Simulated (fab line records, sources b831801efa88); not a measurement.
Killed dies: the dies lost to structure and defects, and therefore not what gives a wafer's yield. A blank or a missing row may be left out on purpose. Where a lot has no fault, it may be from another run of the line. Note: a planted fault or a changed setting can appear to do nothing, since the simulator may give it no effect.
Code-filled problem report in 8D (eight disciplines) form || flow sky130 || the parts of the form that need people (team, actions taken, sign-off) are left out

== 1. THE ISSUE ==
VIA4_HDPCVD_THK at SKY_VIA4_THK_MEAS_01 reads a mean of 1897 nm on 1 wafer of 1 lot; wafers without a fault read 1758 nm with a standard deviation of 20. Relative to the usual mean, that is a shift of +7.0 standard deviations.
First seen on wafer L237.5, day 43 21:19, on film_metro-04. The record has a number at this step for 33 wafers belonging to 11 lots. The rule behind "out" and "out of limits": a value lying over 4 standard deviations away from the usual mean. The other wafers with a number count as sound.

== 2. WHAT IT IS, AND WHAT IT ISN'T ==
{"question": "which readings at this step", "is": "VIA4_HDPCVD_THK", "is not": "-"}
{"question": "which lots", "is": "L237", "is not": "L233, L234, L246, L250, L251, L252, L253, L254, L255, L256"}
{"question": "which wafers of those lots", "is": "L237.5", "is not": "L237.1, L237.4"}
{"question": "read on which gauges", "is": "film_metro-04", "is not": "film_metro-02, film_metro-03"}
{"question": "when", "is": "from day 43 21:19", "is not": "up to then (8 sound wafers); but 24 sound wafers of L246, L250, L251, L252, L253, L254, L255, L256 came after"}

== 3. SUSPECTS, AND WHAT RULES EACH OUT ==
Counting: any tool at a process step up to the reading remains a suspect provided it ran every lot that is out. Sound lots after the first of them don't rule it out here, since some wafers of a struck lot are sound.
- ruled out: the gauge at SKY_VIA4_THK_MEAS_01. All the wafers that are out were read on film_metro-04, but those of them that SKY_VIA4_HDPCVD_00 has rows for are out there too, on other tools.
- rie_diel-04 at SKY_VIA3_ETCH_15 (etches SiO2 in C4F8/O2/Ar, stops on TiN, target depth 507 nm, time 78 s): kept. The lot that is out, L237, ran on it at day 42 00:23; the last sound lot it ran before that was L233, at day 41 03:20.
- cmp-02 at SKY_VIA3_CMP_24 (polishes, stops on SiO2, t overpolish 20 s, target thk 0 nm): kept. It ran the lot that is out, L237 (day 42 01:28).
- hdpcvd-01 at SKY_VIA4_HDPCVD_00 (deposits SiO2, target thk 1750 nm, time 291.7 s): kept. The lot that is out, L237, ran on it at day 43 21:06; the last sound lot it ran before that was L234, at day 43 06:23. On those wafers its own readings are out: run_length_s.
- At SKY_VIA4_HDPCVD_00 on hdpcvd-01, chamber 1 took the sound wafers of the same lots and chamber 0 took the wafers that are out.
Left after counting: rie_diel-04 at SKY_VIA3_ETCH_15, cmp-02 at SKY_VIA3_CMP_24, hdpcvd-01 at SKY_VIA4_HDPCVD_00.

== 4. THE CAUSE (what the simulator had put in) ==
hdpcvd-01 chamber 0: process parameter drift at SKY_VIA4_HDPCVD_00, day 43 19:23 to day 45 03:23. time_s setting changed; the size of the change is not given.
Counting left 3 suspects, and this tool is among them.

== 5. SEQUENCE OF EFFECTS, ordered by route ==
Rows list readings where the struck wafers' mean (over those with a number) sits beyond 3 standard deviations from the usual. Only readings for which the record gives a usual standard deviation are gone through. hours: the time from each lot's start at the first step in this table that gives one to its start at this step, as a median over the lots. sigmas: the change in usual standard deviations.
{"hours": 0, "step": "SKY_VIA4_HDPCVD_00", "reading": "run_length_s", "usual": "319.8 s", "on struck wafers": 341.3, "change": "+21.5", "sigmas": "+29"}
{"hours": 0, "step": "SKY_VIA4_THK_MEAS_01", "reading": "VIA4_HDPCVD_THK", "usual": "1758 nm", "on struck wafers": 1897, "change": "+139", "sigmas": "+7.0"}
The process steps in it:
- SKY_VIA4_HDPCVD_00: deposits SiO2, target thk 1750 nm, time 291.7 s.
Later measuring or inspecting steps at which every struck wafer that the step has a row for has a number for every such reading, and none has moved that far: SKY_VIA4_OVL_MEAS_11.

== 6. HOW IT WOULD HAVE BEEN CAUGHT EARLIER ==
Counted from the fault's start at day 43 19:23, it took 2 hours until the first out-of-limits reading at a measuring or inspecting step in this record, taken at day 43 21:19.
The tool's own readings at SKY_VIA4_HDPCVD_00 were out on every struck wafer that the step has a row for (run_length_s): an alarm limit on them would have fired on the first of those.
The start of SKY_VIA4_HDPCVD_00 on hdpcvd-01 came by day 43 21:19 for every one of the lots that are out (1). Tool hold at that time: it would have spared none of them.
